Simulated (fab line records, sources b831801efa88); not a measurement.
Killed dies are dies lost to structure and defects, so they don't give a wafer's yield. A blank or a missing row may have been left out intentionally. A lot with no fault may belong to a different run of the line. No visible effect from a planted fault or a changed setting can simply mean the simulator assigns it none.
A lot that was struck, set against a sound lot || flow sky130 || 15 out of 708 route steps
Sound: these wafers, L682.3, L682.4, L682.5. Struck: wafer L686.6 (left out: L686.4, L686.5 of the same lot, which were not struck); the cause appears at the end.
Per side, at each step with rows, come the tool, then ch with its chambers, and then its first start. Under that, the readings that differ: sound wafers || struck wafers || difference of the means || sigmas: that difference in standard deviations of wafers without a fault.
alike: a reading whose means differ by less than 2 such deviations, as well as words and numbers matching on both sides. not compared: withheld readings; readings where some wafer has no value; bounds like >300 that might hide an equal value; numbers whose values overlap and for which the record gives no deviation.
The two part at a step that has a row with sigmas, a row that says differs or no value, or rows on one side only. When numbers do not overlap yet have no deviation, they are printed without sigmas and do not part them. A reading that every wafer of one side lacks parts them only if that side has two wafers or more.

first, 6 steps without rows for these wafers: SKY_VIA4_HMDS_05 (prime time 60 s); SKY_VIA4_COAT_06 (resist thk 1140 nm); SKY_VIA4_SOFTBAKE_07 (time 60 s); SKY_VIA4_EXPOSE_08 (exposes mask VIM4, target cd 800 nm); SKY_VIA4_PEB_09; SKY_VIA4_DEVELOP_10 (develop time 60 s).
SKY_VIA4_OVL_MEAS_11:
  sound: overlay-01 at day 46 08:16; struck: overlay-02 at day 47 04:28
  alike: VIA4_OVL
SKY_VIA4_ETCH_12: etches SiO2 in C4F8/O2/Ar, stops on TiN, target depth 580 nm.
  sound on rieDiel-03 ch 0,3, day 46 08:17; struck on rieDiel-02 ch 3, day 47 04:31
  alike: oesProductAu
SKY_VIA4_STRIP_13: strips in O2/N2.
  sound on plasmaAsher-04 ch 0,1, day 46 08:23; struck on plasmaAsher-04 ch 1, day 47 04:35
  alike: drypumpMotorCurrentA, oesProductAu, stripTimeToEndpointS
  not compared: rfHoursCounterH
then, 3 steps without rows for these wafers: SKY_VIA4_STRIP_14 (strips in post etch residue remover, time 1200 s); SKY_VIA4_CLEAN_15 (cleans in IPA, time 180 s); SKY_VIA4_CLEAN_16 (cleans in O3/DIW).
SKY_VIA4_SPUTTER_17: material TiN, target thk 20 nm, time 80 s.
  sound: pvdSputter-04 at day 46 09:26; struck: pvdSputter-04 at day 47 05:36
{"reading": "model.TiN_of_VIA4_SPUTTER_17.thkNm (nm)", "sound": "20 20.11 19.99", "struck": 25.78, "difference": "+5.75", "sigmas": ""}
  alike: throttleValvePct
SKY_VIA4_CVD_18: deposits W, target thk 505 nm, time 152.14 s.
  sound on cvdW-02 ch 0,1, day 46 09:34; struck on cvdW-02 ch 1, day 47 05:43
  alike: heaterPowerW
SKY_PAD_OPEN_PROBE_99:
  rows exist in the record for the sound wafers here (prober-01, day 49 01:21), none for the struck ones

## WHERE THEY PART
Only at SKY_PAD_OPEN_PROBE_99, as far as this record shows.

WHY: the cause the simulator had injected
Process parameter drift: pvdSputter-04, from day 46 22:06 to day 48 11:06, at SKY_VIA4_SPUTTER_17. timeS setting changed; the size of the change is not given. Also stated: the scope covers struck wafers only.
